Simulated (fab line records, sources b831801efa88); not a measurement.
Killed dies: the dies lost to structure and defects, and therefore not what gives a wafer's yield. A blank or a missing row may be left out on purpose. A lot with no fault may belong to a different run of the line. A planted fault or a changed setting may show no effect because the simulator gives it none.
Struck lot and sound lot, side by side    flow gf180mcu    14 steps out of a route of 602
Sound: the wafers L681.2, L681.3, L681.6. The struck wafers were L693.1, L693.2, L693.6. Last of all comes the cause.
Each step with rows lists, per side, the tool, then ch with its chambers, then its first start. Under that, the readings that differ: sound wafers    struck wafers    difference of the means    sigmas: that difference in standard deviations of wafers without a fault.
alike: words and numbers the same on both sides, and readings whose means are apart by under 2 such deviations; not compared: readings that were withheld, readings missing a value for some wafer, numbers with overlapping values and no deviation given by the record, and bounds like >300 which may hide the same value.
A row with sigmas, a row that says differs or no value, or rows on one side alone: a step with any of these is where the two part. Non-overlapping numbers with no deviation appear without sigmas and do not part them. A reading that every wafer of one side lacks parts them only if that side has two wafers or more.

first, 2 steps without rows for these wafers: GF_HV_LDD_PEB_17; GF_HV_LDD_DEVELOP_18 (develop time 60 s).
GF_HV_LDD_CD_MEAS_19: target cd 400 nm.
  sound: cd_sem-02 at day 11 05:49; struck: cd_sem-02 at day 14 14:48
  alike: cd_nm
GF_HV_LDD_OVL_MEAS_20:
  sound: overlay-01 at day 11 05:56; struck: overlay-02 at day 14 14:55
  alike: HV_LDD_01_OVL
next, for these wafers, 1 step has no rows: GF_HV_LDD_IMPLANT_21.
GF_HV_LDD_STRIP_22: strips in O2/N2.
  sound on plasma_asher-02 ch 1, day 11 06:07; struck on plasma_asher-03 ch 0,1, day 14 15:06
  alike: drypump_motor_current_A, heater_power_w, oes_product_au, strip_time_to_endpoint_s
  not compared: rf_hours_counter_h
GF_HV_LDD_TW_MEAS_23:
  sound: film_metro-02 at day 11 06:13; struck: film_metro-04 at day 14 15:12
reading      sound           struck          difference  sigmas
HV_LDD_2_TW  1038 1036 1041  1067 1065 1067  +28         +3
then, 5 steps without rows for these wafers: GF_HV_LDD_DEHYDRATE_24 (time 60 s); GF_HV_LDD_HMDS_25 (prime time 60 s); GF_HV_LDD_COAT_26 (resist thk 1000 nm); GF_HV_LDD_SOFTBAKE_27 (time 60 s); GF_HV_LDD_EXPOSE_28 (exposes mask Nplus HV AREA, target cd 400 nm).
GF_HV_LDD_PEB_29:
  struck on litho_track-04, day 15 11:21; sound on litho_track-01 ch 0, day 12 00:28
reading          sound           struck  difference                     sigmas
exhaust_pa (Pa)  43.6 43.3 43.4  - - -   no value on the struck wafers  
  not compared: chill_plate_temp_C
then, 1 step without rows for these wafers: GF_HV_LDD_DEVELOP_30 (develop time 60 s).

## WHERE THEY PART
Last at GF_HV_LDD_PEB_29 as far as this record goes, first at GF_HV_LDD_TW_MEAS_23.

WHY: the cause the simulator had injected
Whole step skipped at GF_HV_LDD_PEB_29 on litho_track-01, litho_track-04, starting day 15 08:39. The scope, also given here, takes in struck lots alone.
